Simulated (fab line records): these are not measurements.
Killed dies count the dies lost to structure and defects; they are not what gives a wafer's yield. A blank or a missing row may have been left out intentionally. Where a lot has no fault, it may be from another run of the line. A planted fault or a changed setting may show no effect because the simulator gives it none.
Struck lot and sound lot, side by side / flow sfqLine / 21 steps out of a route of 325
Sound: wafers L571.2, L571.3, L571.5. Struck: wafer L566.5. (L566.1 of the same lot was not struck and is left out.) The cause comes at the end.
At each step with rows: each side's tool, then ch and its chambers, then its first start. Under that, the readings that differ: sound wafers / struck wafers / difference of the means / sigmas: that difference in standard deviations of wafers without a fault.
alike: same words and numbers on both sides, and readings whose means sit less than 2 such deviations apart. not compared: any withheld reading, any reading some wafer has no value for, any bound like >300 that may hide the same value, and any number with overlapping values for which the record gives no deviation.
A row with sigmas, a row that says differs or no value, or rows on one side alone: a step with any of these is where the two part. Non-overlapping numbers with no deviation appear without sigmas and do not part them. Lack of a reading on every wafer of one side parts them only where that side has two or more wafers.

SFQ_TRILAYER_I4_VIA_BARC_OPEN_VIA_ETCH_146: etches BARC in O2, target depth 125 nm, time 41.7 s.
  sound on rieDiel-03 ch 0,2,3, day 62 09:31; struck on rieDiel-02 ch 3, day 58 23:02
  alike: drypumpMotorCurrentA, oesProductAu
  not compared: rfHoursCounterH
then, 1 step without rows for these wafers: SFQ_TRILAYER_I4_VIA_ETCH_VIA_ETCH_106 (etches SiO2 in CHF3, stops on Nb, target depth 260 nm).
SFQ_TRILAYER_I4_VIA_STRIP_STRIP_107: strips in O2.
  sound on rieMetal-03 ch 0,1, day 62 09:40; struck on rieMetal-01 ch 1, day 58 23:11
  alike: drypumpMotorCurrentA, oesProductAu
  not compared: rfHoursCounterH
then, 3 steps without rows for these wafers: SFQ_TRILAYER_I4_VIA_STRIP_SOLV_CLEAN_108 (cleans in NMP, time 600 s); SFQ_TRILAYER_JJ_TRILAYER_DEP_PRE_CLEAN_113 (time 22.5 s); SFQ_TRILAYER_JJ_TRILAYER_DEP_SPUTTER_109 (material Nb, target thk 150 nm, time 100 s).
SFQ_TRILAYER_JJ_TRILAYER_DEP_SPUTTER_110: material Al, target thk 8 nm, time 10 s.
  struck on pvdSputter-04, day 59 00:39; sound on pvdSputter-04, day 62 10:32
  alike: throttleValvePct
then, 2 steps without rows for these wafers: SFQ_TRILAYER_JJ_TRILAYER_DEP_AL_OXIDATION_111 (oxidation time 600 s); SFQ_TRILAYER_JJ_TRILAYER_DEP_SPUTTER_112 (material Nb, target thk 170 nm, time 113.3 s).
SFQ_JJ_RS_MEAS_929: the measuring method here is four-point-probe.
  struck on filmMetro-02, day 59 01:46; sound on filmMetro-02, day 62 11:40
  alike: JJ_NB_RS
then, 1 step without rows for these wafers: SFQ_TRILAYER_JJ_CE_LITHO_COAT_119 (resist thk 62 nm).
SFQ_TRILAYER_JJ_CE_LITHO_COAT_114: resist thk 600 nm.
  sound on lithoTrack-01 ch 0, day 62 12:10; struck on lithoTrack-01 ch 0, day 59 02:14
reading=model.KrF_of_TRILAYER_JJ_CE_LITHO_COAT_114.thkNm (nm); sound=599.2 597.9 598.4; struck=622.4; difference=+23.9; sigmas=
  alike: chillPlateTempC
then, 4 steps without rows for these wafers: SFQ_TRILAYER_JJ_CE_LITHO_SOFTBAKE_118; SFQ_TRILAYER_JJ_CE_LITHO_EXPOSE_115 (exposes mask J5, target cd 700 nm); SFQ_TRILAYER_JJ_CE_LITHO_PEB_117 (peb time 60 s); SFQ_TRILAYER_JJ_CE_LITHO_DEVELOP_116 (time 60 s).
-- the record jumps here: 4 days lie between the struck wafers' starts before and after --
SFQ_JJ_OVL_MEAS_931:
  struck on overlay-01, day 62 21:29; sound on overlay-02, day 66 17:20
  alike: J5_OVL
SFQ_TRILAYER_JJ_CE_METRO_MEASURE_117:
  struck on cdSem-02, day 62 21:31; sound on cdSem-01, day 66 17:34
  alike: cdNm
SFQ_TRILAYER_JJ_CE_BARC_OPEN_RIE_150: chemistry O2, target BARC, target depth 240 nm, time 80 s.
  sound on rieMetal-04 ch 0,1, day 66 18:34; struck on rieMetal-03 ch 0, day 62 22:43
  alike: drypumpMotorCurrentA, oesProductAu
  not compared: rfHoursCounterH
SFQ_TRILAYER_JJ_CE_ETCH_RIE_118: chemistry SF6, target Nb, stops on Al2O3, time 97.7 s, target depth 170 nm.
  sound on rieMetal-04 ch 0,1, day 66 18:40; struck on rieMetal-03 ch 0, day 62 22:48
reading=model.KrF_of_TRILAYER_JJ_CE_LITHO_COAT_114.thkNm (nm); sound=472.5 472.5 476.5; struck=497.8; difference=+24.0; sigmas=
  alike: drypumpMotorCurrentA, oesProductAu
  not compared: rfHoursCounterH
following that, these wafers have no rows for 1 step: SFQ_TRILAYER_JJ_ANODIZE_ANODIZE_119.

== WHERE THEY PART ==
Nowhere in this record.

WHY: whatever the simulator had introduced
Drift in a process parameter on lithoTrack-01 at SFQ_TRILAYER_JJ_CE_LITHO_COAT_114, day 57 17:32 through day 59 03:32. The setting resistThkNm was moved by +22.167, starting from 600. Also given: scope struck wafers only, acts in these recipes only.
